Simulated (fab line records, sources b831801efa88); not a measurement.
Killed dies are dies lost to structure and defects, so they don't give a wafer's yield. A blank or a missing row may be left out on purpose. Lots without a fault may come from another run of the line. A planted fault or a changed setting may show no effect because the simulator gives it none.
fab line records | flow gf180mcu | part 2 of 2: steps 28 to 36 of 36
record lots=5 wafers=15 last_day=33
route steps=602 shown V3@445 M4@456 V4@476
lots that met no fault: from a run of the same line without faults
start_h: hours from the record's first day to the start of the lot's first wafer shown | wait_h: hours since the lot's step before | " the same as in the row above | L1.1+2: a row that stands for several wafers | - no value, or no start given | * or withheld: withheld | < > ~ a bound
route shown NAME@n: a module of which the file shows steps, and the number in the route of the first | usual: mean/standard deviation of fault-free wafers | same: alike in all rows | chamber/n: place in a boat | sites: the reading at each site | _std_site: their standard deviation | _edge_site: outer sites' mean less inner sites' | radius_mm: how far each site lies from the wafer's centre | mask NAME#n: copy n | behind: the tool/chamber that last shaped the wafer | hold: why the lot was held/for how many hours/how that ended | device: the transistor (n, p or np) that didn't switch | end of line: the same wafers' tests at the end of the route | a step without rows: its recipe alone | killed: dies lost to structure and defects at the first sort, not the wafer's yield | map: a wafer's dies, x killed, . not, _ none there
set.NAME: the setting as run; set.NAME@STEP: as run at that earlier step | model.NAME: the simulator's own value behind a step, which no gauge read
lots at some steps of the route; a table a step, a row a wafer
services: from which hour (start_h, from the record's first day; less than 0 if before it) a tool's chamber was out of use, for how many hours, and why
## steps
# step GF_M4_METAL_ETCH_16
# recipe chemistry=Cl2/BCl3 mask_material=KrF target_depth_nm=627.5 stop_on=SiO2 pressure_mtorr=8 icp_w=800 bias_w=140 Cl2_flow_sccm=80 bcl3_flow_sccm=40 time_s=104.6
# usual drypump_motor_current_A=5.80/0.25 oes_product_au=0.972/0.0067 throttle_valve_pct=28.249/0.011
# same time_s=104.6
# columns lot.wafer tool chamber start_h wait_h drypump_motor_current_A oes_product_au rf_hours_counter_h throttle_valve_pct
L075.1 rie_metal-03 1 534.98 0.0 5.71 0.975 8 28.244
L075.3 " 0 " " 5.65 0.981 - 28.217
L075.5 " 1 " " 5.73 0.981 - 28.220
L076.2 rie_metal-02 0 554.74 0.0 6.11 0.968 4 28.259
L076.5 " 0 " " 6.09 0.967 - 28.244
L076.6 " 1 " " 5.61 0.965 - 28.249
L078.1 rie_metal-03 0 570.74 0.0 5.61 0.975 9 28.237
L078.2 " 1 " " 5.72 0.972 9 28.236
L078.5 " 1 " " 5.72 0.977 - 28.251
L084.1 rie_metal-01 1 635.38 0.0 5.52 0.969 1 28.247
L084.3 " 0 " " 6.15 0.978 - 28.245
L084.4 " 1 " " 5.54 0.977 - 28.240
L096.1 rie_metal-02 1 705.30 0.0 5.57 0.973 9 28.251
L096.4 " 1 " " 5.59 0.971 - 28.265
L096.6 " 0 " " 6.09 0.981 - 28.266
# step GF_M4_STRIP_17
# recipe chemistry=O2/N2 power_w=1400 pressure_mtorr=1500 platen_temp_c=250 o2_flow_sccm=3000 n2_flow_sccm=300 overash_fraction=0.5
# usual drypump_motor_current_A=6.1/0.48 heater_power_w=319/19 oes_product_au=0.557/0.005 strip_time_to_endpoint_s=7.87/0.049
# columns lot.wafer tool chamber start_h wait_h drypump_motor_current_A heater_power_w oes_product_au rf_hours_counter_h strip_time_to_endpoint_s
L075.1 plasma_asher-03 1 535.09 0.1 6.8 352 0.560 76 7.88
L075.3 " 0 " " 5.8 308 0.558 - 7.79
L075.5 " 0 " " 5.8 306 0.561 - 7.87
L076.2 plasma_asher-02 1 554.86 0.1 6.4 310 0.561 94 7.95
L076.5 " 0 " " 5.7 312 0.557 - 7.92
L076.6 " 1 " " 6.5 309 0.561 - 7.94
L078.1 plasma_asher-02 1 570.86 0.1 6.5 305 0.546 95 7.81
L078.2 " 0 " " 5.7 304 0.551 95 7.84
L078.5 " 0 " " 5.7 314 0.557 - 7.86
L084.1 plasma_asher-01 1 635.49 0.1 5.3 349 0.557 20 7.88
L084.3 " 0 " " 5.7 311 0.551 - 7.84
L084.4 " 1 " " 5.3 350 0.561 - 7.92
L096.1 plasma_asher-03 0 705.41 0.1 5.8 300 0.557 94 7.84
L096.4 " 0 " " 5.8 311 0.558 - 7.80
L096.6 " 1 " " 6.8 348 0.552 - 7.76
# step GF_M4_STRIP_18
# recipe chemistry=post_etch_residue_remover time_s=1200 temp_c=72.5
# usual temp_c=72.50/0.12
# same time_s=1200
# columns lot.wafer tool chamber start_h wait_h temp_c
L075.1 wet_bench-04 0 535.19 0.1 72.48
L075.3 " 0 " " 72.34
L075.5 " 0 " " 72.52
L076.2 wet_bench-04 2 554.96 0.1 72.40
L076.5 " 2 " " 72.52
L076.6 " 2 " " 72.41
L078.1 wet_bench-02 3 570.96 0.1 72.57
L078.2 " 3 " " 72.52
L078.5 " 3 " " 72.61
L084.1 wet_bench-04 2 635.59 0.1 72.43
L084.3 " 2 " " 72.40
L084.4 " 2 " " 72.43
L096.1 wet_bench-04 3 705.51 0.1 72.45
L096.4 " 3 " " 72.56
L096.6 " 3 " " 72.52
# step GF_M4_CLEAN_19
# recipe chemistry=DIW dry=n2_spin
# columns lot.wafer tool chamber start_h wait_h
L075.1+3+5 wet_bench-01 3 535.53 0.0
L076.2+5+6 wet_bench-02 1 555.30 0.0
L078.1+2+5 wet_bench-01 2 571.30 0.0
L084.1+3+4 wet_bench-02 2 635.93 0.0
L096.1+4+6 wet_bench-02 2 705.89 0.0
# step GF_V4_CVD_00
# recipe material=SiO2 target_thk_nm=600 sigma_open_frac=0.3 temp_c=400 time_s=100 sih4_flow_sccm=59.21 pressure_mtorr=6
# same time_s=100
# columns lot.wafer tool chamber start_h wait_h
L075.1+3+5 hdpcvd-01 0,1,2 535.63 0.0
L076.2+5+6 hdpcvd-01 1,1,2 555.40 0.0
L078.1+2+5 hdpcvd-01 1,2,1 571.40 0.0
L084.1+3+4 hdpcvd-01 2,0,0 636.03 0.0
L096.1+4+6 hdpcvd-02 1,0,1 705.98 0.0
# step GF_V4_THK_MEAS_01
# recipe reads=SiO2_of_V4_CVD_00
# usual V4_CVD_00_THK=594/8.1
# columns lot.wafer tool chamber start_h wait_h V4_CVD_00_THK[nm]
L075.1 film_metro-02 - 535.70 0.0 589
L075.3 " - " " 594
L075.5 " - " " 597
L076.2 film_metro-02 - 555.48 0.0 594
L076.5 " - " " 598
L076.6 " - " " 595
L078.1 film_metro-02 - 571.51 0.1 591
L078.2 " - " " 589
L078.5 " - " " 590
L084.1 film_metro-01 - 636.10 0.0 593
L084.3 " - " " 578
L084.4 " - " " 579
L096.1 film_metro-02 - 706.05 0.0 599
L096.4 " - " " 591
L096.6 " - " " 602
# step GF_V4_CVD_02
# recipe material=SiO2 target_thk_nm=850 precursor=TEOS temp_c=400 time_s=94.851 rf_w=600
# usual heater_power_w=747/120
# same time_s=94.851
# columns lot.wafer tool chamber start_h wait_h heater_power_w
L075.1 pecvd-01 0 535.76 0.1 996
L075.3 " 2 " " 772
L075.5 " 0 " " 1014
L076.2 pecvd-03 0 555.53 0.0 745
L076.5 " 2 " " 799
L076.6 " 1 " " 475
L078.1 pecvd-03 2 571.57 0.1 796
L078.2 " 1 " " 593
L078.5 " 0 " " 784
L084.1 pecvd-01 1 636.16 0.1 719
L084.3 " 0 " " 950
L084.4 " 2 " " 637
L096.1 pecvd-03 0 706.11 0.1 799
L096.4 " 0 " " 829
L096.6 " 1 " " 551
# step GF_V4_THK_MEAS_03
# recipe reads=SiO2_of_V4_CVD_02
# usual V4_CVD_02_THK=852/12
# columns lot.wafer tool chamber start_h wait_h V4_CVD_02_THK[nm]
L075.1 film_metro-01 - 535.83 0.0 838
L075.3 " - " " 842
L075.5 " - " " 864
L076.2 film_metro-01 - 555.61 0.0 840
L076.5 " - " " 848
L076.6 " - " " 871
L078.1 film_metro-01 - 571.64 0.0 836
L078.2 " - " " 853
L078.5 " - " " 856
L084.1 film_metro-02 - 636.23 0.0 848
L084.3 " - " " 845
L084.4 " - " " 865
L096.1 film_metro-03 - 706.18 0.0 841
L096.4 " - " " 841
L096.6 " - " " 859
# step GF_V4_CMP_04
# recipe material=SiO2 down_force_psi=4 platen_rpm=60 pad_velocity_m_s=0.94248
# usual edge_zone_pressure_frac=1.001/0.0047 motor_current_A=12.5/1 time_to_endpoint_s=82/6
# columns lot.wafer tool chamber start_h wait_h edge_zone_pressure_frac motor_current_A time_to_endpoint_s
L075.1 cmp-02 3 535.89 0.1 1.004 12.7 71
L075.3 " 0 " " 1.002 13.2 79
L075.5 " 3 " " 1.001 13.5 84
L076.2 cmp-02 0 555.71 0.1 0.998 13.5 78
L076.5 " 3 " " 0.998 14.1 75
L076.6 " 0 " " 0.999 13.8 89
L078.2 cmp-01 2 571.80 0.1 0.998 12.0 86
L078.1 " 3 " " 1.001 10.5 80
L078.5 " 1 " " 0.996 11.7 84
L084.4 cmp-02 2 636.33 0.1 1.003 11.7 82
L084.3 " 3 " " 1.006 13.8 77
L084.1 " 0 " " 1.009 13.5 83
L096.1 cmp-02 0 706.34 0.1 1.006 12.4 80
L096.4 " 1 " " 1.008 10.8 83
L096.6 " 3 " " 1.000 13.1 87
## services
# columns tool chamber start_h hours kind
rie_diel-04 1 488.06 6.9 repair
hdpcvd-01 0 493.38 7.3 repair
pvd_sputter-02 - 517.58 5.1 repair
rie_diel-02 0 524.11 11.0 repair
rie_diel-02 1 533.63 6.9 repair
hdpcvd-01 - 539.25 15.0 pm
rie_diel-04 - 549.99 15.6 pm
pvd_sputter-03 - 562.72 4.9 repair
hdpcvd-01 0 566.50 8.7 repair
plasma_asher-03 - 570.88 0.4 repair
cmp-02 - 576.16 8.2 pm
pvd_sputter-01 - 584.11 3.1 repair
rie_diel-02 1 594.37 2.4 repair
cmp-02 - 596.35 0.3 repair
pvd_sputter-02 - 600.47 3.8 repair
hdpcvd-01 0 611.86 12.9 repair
pvd_sputter-01 - 635.58 1.7 repair
rie_diel-04 1 637.46 6.6 repair
cmp-02 - 659.28 11.0 repair
cmp-02 - 659.65 1.3 repair
pvd_sputter-02 - 667.29 0.6 repair
wet_bench-02 - 679.85 4.4 pm
pvd_sputter-03 - 694.33 2.5 repair
cmp-02 - 697.31 1.0 repair
